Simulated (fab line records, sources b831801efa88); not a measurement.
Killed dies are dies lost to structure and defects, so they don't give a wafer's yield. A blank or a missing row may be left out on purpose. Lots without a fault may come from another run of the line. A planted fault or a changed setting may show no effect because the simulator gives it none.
Which tool did it? | flow gf180mcu | 24 lots, 72 wafers sampled, at 6 steps of a route of 602

WHAT THE GAUGES READ, wafer by wafer
GF_M5_OVL_MEAS_08. Usual: M5_OVL -2 nm, standard deviation 6.
lot  | measured     | on         | M5_OVL (nm) | flag
L074 | day 26 17:55 | overlay-01 | -10 -8 -10  |
L075 | day 26 22:05 | overlay-02 | 4 -3 -5     |
L076 | day 27 03:50 | overlay-01 | 0 1 0       |
L077 | day 27 10:37 | overlay-02 | 2 0 -10     |
L078 | day 27 11:34 | overlay-01 | -2 -6 4     |
L080 | day 28 02:51 | overlay-02 | -1 -6 -8    |
L079 | day 28 03:34 | overlay-02 | -4 -10 -2   |
L081 | day 28 15:34 | overlay-01 | -6 -2 2     |
L082 | day 28 20:10 | overlay-01 | 12 -4 7     |
L083 | day 28 23:53 | overlay-01 | -4 1 0      |
L084 | day 29 10:13 | overlay-02 | -2 -2 3     |
L085 | day 29 14:50 | overlay-02 | 1 10 6      |
L086 | day 29 22:40 | overlay-02 | -5 10 0     |
L087 | day 30 10:40 | overlay-02 | 1 -5 -2     |
L088 | day 30 15:22 | overlay-01 | -13 -9 -12  |
L089 | day 30 23:59 | overlay-01 | 5 -6 2      |
L090 | day 31 01:16 | overlay-02 | 0 -8 -1     |
L091 | day 31 07:40 | overlay-01 | 1 -1 -2     |
L092 | day 31 15:02 | overlay-01 | -7 -11 -13  |
L093 | day 31 22:37 | overlay-02 | 1 -4 -5     |
L094 | day 32 05:47 | overlay-02 | -2 6 6      |
L095 | day 32 09:13 | overlay-01 | -14 -4 0    |
L096 | day 32 15:59 | overlay-01 | -8 -5 -9    |
L097 | day 32 18:13 | overlay-01 | 11 5 7      |

GF_V5_RS_MEAS_24: measures by four-point-probe. Usual: V5_W_RS 0.326 ohm/sq, standard deviation 0.0052.
lot  | measured     | on            | V5_W_RS (ohm/sq)  | flag
L074 | day 27 16:07 | film_metro-01 | 0.325 0.321 0.320 |
L075 | day 27 19:52 | film_metro-03 | 0.319 0.324 0.322 |
L076 | day 28 02:17 | film_metro-03 | 0.320 0.320 0.316 |
L077 | day 28 09:18 | film_metro-02 | 0.330 0.328 0.330 |
L078 | day 28 10:23 | film_metro-01 | 0.319 0.318 0.315 |
L080 | day 29 00:57 | film_metro-02 | 0.327 0.326 0.326 |
L079 | day 29 02:11 | film_metro-02 | 0.317 0.321 0.318 |
L081 | day 29 13:12 | film_metro-03 | 0.330 0.333 0.329 |
L082 | day 29 18:18 | film_metro-02 | 0.329 0.330 0.331 |
L083 | day 29 21:47 | film_metro-02 | 0.330 0.327 0.328 |
L084 | day 30 07:36 | film_metro-02 | 0.325 0.326 0.328 |
L085 | day 30 12:23 | film_metro-02 | 0.330 0.329 0.326 |
L086 | day 30 19:55 | film_metro-02 | 0.330 0.327 0.326 |
L087 | day 31 06:17 | film_metro-01 | 0.323 0.320 0.325 |
L088 | day 31 10:50 | film_metro-01 | 0.319 0.329 0.326 |
L089 | day 31 19:27 | film_metro-02 | 0.318 0.316 0.321 |
L090 | day 31 21:08 | film_metro-01 | 0.322 0.326 0.329 |
L091 | day 32 03:31 | film_metro-01 | 0.330 0.334 0.335 |
L092 | day 32 10:47 | film_metro-01 | 0.336 0.331 0.330 |
L093 | day 32 17:47 | film_metro-02 | 0.329 0.332 0.326 |
L094 | day 33 00:44 | film_metro-02 | 0.325 0.326 0.327 |
L095 | day 33 03:07 | film_metro-02 | 0.331 0.331 0.336 |
L096 | day 33 10:52 | film_metro-03 | 0.324 0.330 0.327 |
L097 | day 33 12:44 | film_metro-03 | 0.328 0.326 0.328 |

GF_TOP_METAL_CD_MEAS_14: target cd 440 nm. Usual: cd_nm 440.0 nm, standard deviation 2.3.
lot  | measured     | on        | cd_nm (nm)        | flag
L074 | day 28 12:40 | cd_sem-02 | 439.2 438.8 439.4 |
L075 | day 28 16:26 | cd_sem-01 | 437.5 440.9 437.8 |
L076 | day 28 22:07 | cd_sem-02 | 443.7 445.9 444.4 |
L077 | day 29 05:38 | cd_sem-02 | 441.8 440.5 441.0 |
L078 | day 29 06:22 | cd_sem-01 | 437.7 437.0 438.7 |
L080 | day 29 20:55 | cd_sem-02 | 437.6 440.1 439.2 |
L079 | day 29 21:31 | cd_sem-01 | 437.1 440.5 439.2 |
L081 | day 30 08:56 | cd_sem-01 | 437.8 438.1 437.2 |
L082 | day 30 13:07 | cd_sem-02 | 437.2 436.9 438.4 |
L083 | day 30 16:38 | cd_sem-01 | 443.1 442.2 442.4 |
L084 | day 31 01:53 | cd_sem-01 | 441.6 440.5 440.3 |
L085 | day 31 07:18 | cd_sem-01 | 439.3 440.6 438.3 |
L086 | day 31 14:34 | cd_sem-01 | 444.7 442.9 443.6 |
L087 | day 31 23:46 | cd_sem-01 | 439.7 440.4 440.2 |
L088 | day 32 04:04 | cd_sem-01 | 437.4 440.1 439.0 |
L089 | day 32 12:55 | cd_sem-01 | 433.9 438.3 438.3 |
L090 | day 32 14:14 | cd_sem-01 | 440.2 440.6 439.6 |
L091 | day 32 20:22 | cd_sem-01 | 439.0 441.0 439.9 |
L092 | day 33 03:25 | cd_sem-01 | 443.2 441.1 442.9 |
L093 | day 33 10:22 | cd_sem-01 | 439.5 439.6 438.0 |
L094 | day 33 16:52 | cd_sem-01 | 438.7 437.9 437.7 |
L095 | day 33 18:44 | cd_sem-01 | 440.0 437.1 438.9 |
L096 | day 34 02:22 | cd_sem-01 | 442.0 443.5 439.8 |
L097 | day 34 04:33 | cd_sem-01 | 440.8 442.1 440.4 |

GF_PASSIVATION_THK_MEAS_03. Usual: PASSIVATION_CVD_02_THK 697 nm, standard deviation 9.8.
lot  | measured     | on            | PASSIVATION_CVD_02_THK (nm) | flag
L074 | day 28 14:01 | film_metro-01 | 682 687 707                 |
L075 | day 28 17:56 | film_metro-04 | 685 691 694                 |
L076 | day 28 23:24 | film_metro-01 | 685 702 700                 |
L077 | day 29 07:08 | film_metro-01 | 691 688 701                 |
L078 | day 29 07:41 | film_metro-01 | 691 699 703                 |
L080 | day 29 22:11 | film_metro-01 | 680 701 692                 |
L079 | day 29 22:49 | film_metro-01 | 689 706 706                 |
L081 | day 30 10:18 | film_metro-01 | 704 699 718                 |
L082 | day 30 14:52 | film_metro-04 | 689 690 680                 |
L083 | day 30 18:28 | film_metro-04 | 688 692 687                 |
L084 | day 31 03:35 | film_metro-01 | 684 697 707                 |
L085 | day 31 08:39 | film_metro-04 | 694 692 703                 |
L086 | day 31 16:03 | film_metro-04 | 687 687 695                 |
L087 | day 32 01:07 | film_metro-01 | 699 707 705                 |
L088 | day 32 05:22 | film_metro-04 | 699 695 696                 |
L089 | day 32 14:11 | film_metro-03 | 703 701 705                 |
L090 | day 32 15:48 | film_metro-03 | 710 695 689                 |
L091 | day 32 21:54 | film_metro-03 | 691 691 706                 |
L092 | day 33 04:43 | film_metro-01 | 690 700 698                 |
L093 | day 33 11:46 | film_metro-03 | 697 710 695                 |
L094 | day 33 18:13 | film_metro-03 | 700 698 707                 |
L095 | day 33 20:15 | film_metro-03 | 687 705 702                 |
L096 | day 34 03:41 | film_metro-04 | 687 690 721                 |
L097 | day 34 05:53 | film_metro-04 | 694 677 707                 |

WHICH TOOL RAN EACH LOT (tool, then ch and the chambers of the sampled wafers, then the start)
lot  | GF_MIM_SPUTTER_08            | GF_TOP_METAL_SPUTTER_03
L074 | pvd_sputter-01, day 25 00:35 | pvd_sputter-03, day 27 16:46
L075 | pvd_sputter-01, day 25 03:20 | pvd_sputter-03, day 27 20:32
L076 | pvd_sputter-04, day 25 10:05 | pvd_sputter-03, day 28 02:55
L077 | pvd_sputter-03, day 25 17:19 | pvd_sputter-02, day 28 09:57
L078 | pvd_sputter-03, day 25 19:17 | pvd_sputter-02, day 28 11:01
L080 | pvd_sputter-03, day 26 09:47 | pvd_sputter-03, day 29 01:34
L079 | pvd_sputter-03, day 26 10:32 | pvd_sputter-04, day 29 02:51
L081 | pvd_sputter-01, day 26 23:16 | pvd_sputter-02, day 29 13:51
L082 | pvd_sputter-01, day 27 04:00 | pvd_sputter-03, day 29 18:58
L083 | pvd_sputter-04, day 27 07:51 | pvd_sputter-04, day 29 22:25
L084 | pvd_sputter-01, day 27 18:43 | pvd_sputter-03, day 30 08:16
L085 | pvd_sputter-01, day 27 23:33 | pvd_sputter-02, day 30 13:02
L086 | pvd_sputter-03, day 28 08:59 | pvd_sputter-02, day 30 20:33
L087 | pvd_sputter-01, day 28 20:01 | pvd_sputter-04, day 31 06:55
L088 | pvd_sputter-01, day 29 00:46 | pvd_sputter-04, day 31 11:28
L089 | pvd_sputter-03, day 29 08:34 | pvd_sputter-02, day 31 20:07
L090 | pvd_sputter-01, day 29 13:01 | pvd_sputter-02, day 31 21:47
L091 | pvd_sputter-03, day 29 19:34 | pvd_sputter-04, day 32 04:37
L092 | pvd_sputter-04, day 30 02:59 | pvd_sputter-03, day 32 11:25
L093 | pvd_sputter-03, day 30 10:52 | pvd_sputter-04, day 32 18:25
L094 | pvd_sputter-04, day 30 18:50 | pvd_sputter-04, day 33 01:22
L095 | pvd_sputter-04, day 30 22:04 | pvd_sputter-04, day 33 03:46
L096 | pvd_sputter-01, day 31 06:15 | pvd_sputter-03, day 33 11:31
L097 | pvd_sputter-03, day 31 08:38 | pvd_sputter-04, day 33 13:26
- GF_MIM_SPUTTER_08: material AlCu, target thk 200 nm, time 10.6 s.
- GF_TOP_METAL_SPUTTER_03: material Ti, target thk 5 nm, time 3.3 s.

WHAT THE TOOLS THEMSELVES READ (means of the sampled wafers that have a number; where no wafer has one, the mark that the record gives instead)
GF_MIM_SPUTTER_08. Usual: cathode_dc_power_W 10600 W, standard deviation 2; throttle_valve_pct 30.1 %, standard deviation 0.98.
lot  | tool           | cathode_dc_power_W (W) | throttle_valve_pct (%) | flag
L074 | pvd_sputter-01 | 10601                  | 30.2                   |
L075 | pvd_sputter-01 | 10601                  | 29.9                   |
L076 | pvd_sputter-04 | 10597                  | 29.3                   |
L077 | pvd_sputter-03 | 10601                  | 30.1                   |
L078 | pvd_sputter-03 | 10600                  | 31.1                   |
L080 | pvd_sputter-03 | 10602                  | 30.2                   |
L079 | pvd_sputter-03 | 10601                  | 29.8                   |
L081 | pvd_sputter-01 | 10600                  | 29.8                   |
L082 | pvd_sputter-01 | 10600                  | 29.7                   |
L083 | pvd_sputter-04 | 10602                  | 29.9                   |
L084 | pvd_sputter-01 | 10599                  | 30.2                   |
L085 | pvd_sputter-01 | 10600                  | 29.8                   |
L086 | pvd_sputter-03 | 10600                  | 30.6                   |
L087 | pvd_sputter-01 | 10601                  | 30.2                   |
L088 | pvd_sputter-01 | 10600                  | 30.0                   |
L089 | pvd_sputter-03 | 10600                  | 30.1                   |
L090 | pvd_sputter-01 | 10598                  | 30.1                   |
L091 | pvd_sputter-03 | 10599                  | 30.7                   |
L092 | pvd_sputter-04 | 10600                  | 29.5                   |
L093 | pvd_sputter-03 | 10599                  | 29.5                   |
L094 | pvd_sputter-04 | 10601                  | 31.0                   |
L095 | pvd_sputter-04 | 10601                  | 30.4                   |
L096 | pvd_sputter-01 | 10602                  | 29.9                   |
L097 | pvd_sputter-03 | 10600                  | 30.1                   |

GF_TOP_METAL_SPUTTER_03. Usual: cathode_dc_power_W 3000.0 W, standard deviation 0.54; throttle_valve_pct 30.4 %, standard deviation 1.1.
lot  | tool           | cathode_dc_power_W (W) | throttle_valve_pct (%) | flag
L074 | pvd_sputter-03 | 2999.7                 | 29.4                   |
L075 | pvd_sputter-03 | 2999.8                 | 30.3                   |
L076 | pvd_sputter-03 | 2999.4                 | 29.8                   |
L077 | pvd_sputter-02 | 2999.5                 | 30.3                   |
L078 | pvd_sputter-02 | 3000.2                 | 29.9                   |
L080 | pvd_sputter-03 | 3000.0                 | 30.4                   |
L079 | pvd_sputter-04 | 3000.5                 | 30.2                   |
L081 | pvd_sputter-02 | 2999.6                 | 31.1                   |
L082 | pvd_sputter-03 | 3000.6                 | 29.6                   |
L083 | pvd_sputter-04 | 2999.8                 | 30.4                   |
L084 | pvd_sputter-03 | 3000.6                 | 30.2                   |
L085 | pvd_sputter-02 | 3000.4                 | 30.4                   |
L086 | pvd_sputter-02 | 3000.0                 | 30.7                   |
L087 | pvd_sputter-04 | 3000.1                 | 29.3                   |
L088 | pvd_sputter-04 | 3000.2                 | 29.7                   |
L089 | pvd_sputter-02 | 2999.8                 | 30.6                   |
L090 | pvd_sputter-02 | 3000.0                 | 30.8                   |
L091 | pvd_sputter-04 | 2999.7                 | 30.6                   |
L092 | pvd_sputter-03 | 2999.8                 | 29.6                   |
L093 | pvd_sputter-04 | 3000.1                 | 31.1                   |
L094 | pvd_sputter-04 | 3000.3                 | 32.1                   |
L095 | pvd_sputter-04 | 2999.6                 | 29.9                   |
L096 | pvd_sputter-03 | 2999.7                 | 29.9                   |
L097 | pvd_sputter-04 | 3000.5                 | 30.8                   |

THE ANSWER, worked out from the rows above alone
Rule: a lot is off if the mean of its wafers that have a number lies more than 3 standard deviations from the usual mean. A lot without any number at a reading at which 4 lots or more have one is off too. The other lots that the step has rows for count as sound. The gauges are gone through in route order, then the tools' own readings, and for those a lot's mean is taken as printed above. The first step at which some lot is off is used, and at that step the reading that is off furthest; a lot without a number counts as furthest.
No lot is off at any reading shown: from this, nothing can be told.

WHAT THE SIMULATOR HAD PUT IN
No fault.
